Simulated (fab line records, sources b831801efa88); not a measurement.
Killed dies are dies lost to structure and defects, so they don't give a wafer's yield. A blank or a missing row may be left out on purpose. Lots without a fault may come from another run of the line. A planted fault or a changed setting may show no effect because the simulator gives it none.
Which tool did it? | flow gf180mcu | 12 lots, 36 wafers sampled, at 5 steps of a route of 602

WHAT THE GAUGES READ, wafer by wafer
GF_VT_IMPLANT_OVL_MEAS_40. Usual: VT_IMPLANT_03_OVL 0.9 nm, standard deviation 1.4.
lot  | measured     | on         | VT_IMPLANT_03_OVL (nm) | flag
L253 | day 7 21:34  | overlay-01 | 0.6 0.3 0.2            |
L254 | day 8 05:59  | overlay-01 | 1.0 3.0 4.0            |
L255 | day 8 14:51  | overlay-02 | 0.0 0.4 0.8            |
L256 | day 8 20:19  | overlay-02 | 1.6 1.1 1.7            |
L257 | day 9 02:38  | overlay-02 | 2.6 2.1 3.4            |
L260 | day 10 14:13 | overlay-01 | -0.5 -2.1 -1.4         |
L262 | day 11 01:47 | overlay-02 | 0.8 0.4 0.3            |
L263 | day 11 03:04 | overlay-01 | 1.0 1.3 2.1            |
L267 | day 12 00:10 | overlay-01 | 2.5 2.7 3.1            |
L270 | day 13 07:16 | overlay-02 | 1.4 0.9 0.5            |
L271 | day 13 07:55 | overlay-02 | -1.3 -1.5 -1.8         |
L272 | day 13 09:23 | overlay-01 | -0.6 -1.6 -1.5         |

GF_DUAL_GATE_THK_MEAS_03. Usual: DUAL_GATE_OXIDATION_00_THK 10.94 nm, standard deviation 0.17.
lot  | measured     | on            | DUAL_GATE_OXIDATION_00_THK (nm) | flag
L253 | day 8 00:11  | film_metro-02 | 11.15 11.30 10.95               |
L254 | day 8 09:44  | film_metro-03 | 11.06 10.93 11.21               |
L255 | day 8 17:28  | film_metro-02 | 10.95 11.11 10.89               |
L256 | day 8 22:56  | film_metro-03 | 10.98 10.81 10.89               |
L257 | day 9 06:00  | film_metro-04 | 10.79 10.74 10.94               |
L260 | day 10 17:22 | film_metro-02 | 10.93 10.89 10.89               |
L262 | day 11 04:25 | film_metro-04 | 16.39 16.22 16.26               | OFF
L263 | day 11 05:50 | film_metro-03 | 16.08 16.21 16.13               | OFF
L267 | day 12 05:34 | film_metro-04 | 16.19 16.20 16.16               | OFF
L270 | day 13 10:00 | film_metro-03 | 11.15 11.05 11.35               |
L271 | day 13 11:27 | film_metro-04 | 11.01 11.10 11.05               |
L272 | day 13 12:55 | film_metro-04 | 10.84 10.94 10.80               |

GF_HV_LDD_CD_MEAS_07: target cd 400 nm. Usual: cd_nm 399.7 nm, standard deviation 2.5.
lot  | measured     | on        | cd_nm (nm)        | flag
L253 | day 10 08:55 | cd_sem-01 | 399.2 400.0 398.4 |
L254 | day 10 17:59 | cd_sem-02 | 402.6 404.7 401.3 |
L255 | day 11 05:08 | cd_sem-01 | 394.1 396.8 396.4 |
L256 | day 11 08:49 | cd_sem-01 | 401.0 402.0 401.0 |
L257 | day 11 18:22 | cd_sem-01 | 402.1 402.3 399.4 |
L260 | day 13 05:54 | cd_sem-02 | 397.8 398.3 398.3 |
L262 | day 13 21:32 | cd_sem-01 | 393.1 395.3 395.0 |
L263 | day 13 22:30 | cd_sem-02 | 399.4 397.7 399.8 |
L267 | day 14 21:58 | cd_sem-01 | 397.8 395.8 397.3 |
L270 | day 16 06:30 | cd_sem-02 | 399.6 400.5 400.1 |
L271 | day 16 07:44 | cd_sem-02 | 399.5 399.0 398.5 |
L272 | day 16 10:35 | cd_sem-02 | 399.6 400.7 400.8 |

GF_M2_THK_MEAS_06: measures by xrf. Usual: M2_ALCU_THK 449 nm, standard deviation 4.5.
lot  | measured     | on            | M2_ALCU_THK (nm) | flag
L253 | day 18 17:37 | film_metro-03 | 445 447 448      |
L254 | day 18 23:29 | film_metro-01 | 453 452 454      |
L255 | day 19 20:34 | film_metro-02 | 455 455 451      |
L256 | day 19 21:41 | film_metro-03 | 453 453 449      |
L257 | day 20 08:43 | film_metro-03 | 442 445 444      |
L260 | day 22 05:42 | film_metro-03 | 445 447 450      |
L262 | day 22 22:49 | film_metro-03 | 450 454 447      |
L263 | day 23 02:35 | film_metro-01 | 451 455 455      |
L267 | day 24 03:18 | film_metro-02 | 446 443 445      |
L270 | day 25 10:08 | film_metro-03 | 454 454 452      |
L271 | day 25 12:14 | film_metro-03 | 446 447 448      |
L272 | day 25 15:20 | film_metro-03 | 440 441 442      |

WHICH TOOL RAN EACH LOT (tool, then ch and the chambers of the sampled wafers, then the start)
lot  | GF_DUAL_GATE_OXIDATION_02
L253 | furnace-01 ch 0, day 7 22:43
L254 | furnace-01 ch 0, day 8 08:16
L255 | furnace-02 ch 0, day 8 16:01
L256 | furnace-01 ch 0, day 8 21:29
L257 | furnace-01 ch 0, day 9 04:32
L260 | furnace-01 ch 0, day 10 15:56
L262 | furnace-02 ch 0, day 11 02:57
L263 | furnace-02 ch 0, day 11 04:23
L267 | furnace-02 ch 0, day 12 04:05
L270 | furnace-01 ch 0, day 13 08:33
L271 | furnace-01 ch 0, day 13 10:00
L272 | furnace-01 ch 0, day 13 11:26
- GF_DUAL_GATE_OXIDATION_02: stabilise 600 s, purge 300 s, target thk 10.887 nm.

WHAT THE TOOLS THEMSELVES READ (means of the sampled wafers that have a number; where no wafer has one, the mark that the record gives instead)
GF_DUAL_GATE_OXIDATION_02. Usual: spike_tc_bottom_C 919.7 C, standard deviation 2.4; spike_tc_centre_C 900.5 C, standard deviation 1.6; spike_tc_lower_C 901.7 C, standard deviation 1.5; spike_tc_top_C 910.1 C, standard deviation 1.4; spike_tc_upper_C 900.2 C, standard deviation 1.3; tube_center_temp_C 900 C, standard deviation 0.085; tube_center_temp_C_max 902.3, standard deviation 0.39; zone_power_bottom_pct 27.3 %, standard deviation 0.47; zone_power_centre_pct 19 %, standard deviation 4.3; zone_power_lower_pct 14.60 %, standard deviation 0.15; zone_power_top_pct 33.0 %, standard deviation 0.88; zone_power_upper_pct 20.5 %, standard deviation 0.61.
lot  | tool       | spike_tc_bottom_C (C) | spike_tc_centre_C (C) | spike_tc_lower_C (C) | spike_tc_top_C (C) | spike_tc_upper_C (C) | tube_center_temp_C (C) | tube_center_temp_C_max | zone_power_bottom_pct (%) | zone_power_centre_pct (%) | zone_power_lower_pct (%) | zone_power_top_pct (%) | zone_power_upper_pct (%) | flag
L253 | furnace-01 | 917.8                 | 901.2                 | 900.3                | 909.5              | 900.4                | 900                    | 902.5                  | 27.7                      | 15                        | 14.69                    | 32.1                   | 20.1                     |
L254 | furnace-01 | 918.2                 | 901.5                 | 900.6                | 909.7              | 901.6                | 900                    | 902.4                  | 27.9                      | 15                        | 14.72                    | 32.3                   | 20.1                     |
L255 | furnace-02 | 922.2                 | 898.7                 | 904.1                | 911.7              | 899.2                | 900                    | 902.5                  | 27.0                      | 24                        | 14.55                    | 33.7                   | 21.1                     |
L256 | furnace-01 | 917.8                 | 902.8                 | 900.5                | 909.5              | 900.9                | 900                    | 902.4                  | 27.5                      | 15                        | 14.74                    | 32.4                   | 20.0                     |
L257 | furnace-01 | 918.0                 | 901.9                 | 900.3                | 909.2              | 901.2                | 900                    | 902.2                  | 27.7                      | 15                        | 14.72                    | 32.3                   | 20.2                     |
L260 | furnace-01 | 917.4                 | 901.7                 | 900.1                | 909.8              | 900.3                | 900                    | 901.9                  | 27.6                      | 15                        | 14.67                    | 32.3                   | 19.8                     |
L262 | furnace-02 | 961.5                 | 937.1                 | 941.3                | 949.6              | 937.3                | 939                    | 940.6                  | 29.6                      | 26                        | 16.00                    | 36.5                   | 23.5                     | OFF
L263 | furnace-02 | 960.9                 | 937.8                 | 941.7                | 950.7              | 936.9                | 939                    | 941.0                  | 29.8                      | 26                        | 16.07                    | 37.0                   | 23.5                     | OFF
L267 | furnace-02 | 961.2                 | 937.4                 | 941.6                | 949.3              | 938.3                | 939                    | 941.1                  | 29.9                      | 26                        | 16.00                    | 36.7                   | 23.3                     | OFF
L270 | furnace-01 | 918.2                 | 902.0                 | 901.8                | 909.4              | 900.5                | 900                    | 902.4                  | 27.8                      | 15                        | 14.63                    | 32.2                   | 20.1                     |
L271 | furnace-01 | 917.5                 | 901.1                 | 900.6                | 909.2              | 901.7                | 900                    | 902.3                  | 27.6                      | 15                        | 14.56                    | 32.2                   | 20.0                     |
L272 | furnace-01 | 918.1                 | 901.2                 | 900.8                | 908.9              | 901.8                | 900                    | 902.6                  | 27.6                      | 15                        | 14.64                    | 32.4                   | 20.0                     |

THE ANSWER, worked out from the rows above alone
Rule: a lot is off if the mean of its wafers that have a number lies more than 3 standard deviations from the usual mean. A lot without any number at a reading at which 4 lots or more have one is off too. The other lots that the step has rows for count as sound. The gauges are gone through in route order, then the tools' own readings, and for those a lot's mean is taken as printed above. The first step at which some lot is off is used, and at that step the reading that is off furthest; a lot without a number counts as furthest.
Off: L262, L263, L267, at GF_DUAL_GATE_THK_MEAS_03 (DUAL_GATE_OXIDATION_00_THK).
A tool fits if, at a process step before that reading, it ran every lot that is off, and no sound lot after the first of them. The gauges at GF_DUAL_GATE_THK_MEAS_03 aren't tried: what is off there is off at GF_DUAL_GATE_OXIDATION_02 too, on other tools, and a gauge's error can't cause that. One fits: furnace-02 at GF_DUAL_GATE_OXIDATION_02. Its last sound lot is L255 (day 8 16:01), its first lot that is off L262 (day 11 02:57): a fault that began between those two fits.
The tool's own readings at GF_DUAL_GATE_OXIDATION_02 bear it out: on the lots that are off they differ by more than 5 times the standard deviation of the sound lots' means. spike_tc_bottom_C reads 961.2 C there against 918.4 C on the sound lots; spike_tc_centre_C reads 937.4 C there against 901.3 C on the sound lots; spike_tc_lower_C reads 941.5 C there against 901.0 C on the sound lots; spike_tc_top_C reads 949.9 C there against 909.7 C on the sound lots; spike_tc_upper_C reads 937.5 C there against 900.8 C on the sound lots; tube_center_temp_C reads 939 C there against 900 C on the sound lots; tube_center_temp_C_max reads 940.9 there against 902.4 on the sound lots; zone_power_bottom_pct reads 29.8 % there against 27.6 % on the sound lots; zone_power_lower_pct reads 16.02 % there against 14.66 % on the sound lots; zone_power_top_pct reads 36.7 % there against 32.4 % on the sound lots; zone_power_upper_pct reads 23.4 % there against 20.2 % on the sound lots.

WHAT THE SIMULATOR HAD PUT IN
Process parameter drift: furnace-02, from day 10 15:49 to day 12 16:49, at GF_DUAL_GATE_OXIDATION_02. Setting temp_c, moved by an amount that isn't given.
Lots struck among those shown: L262, L263, L267. The rule above found the same.
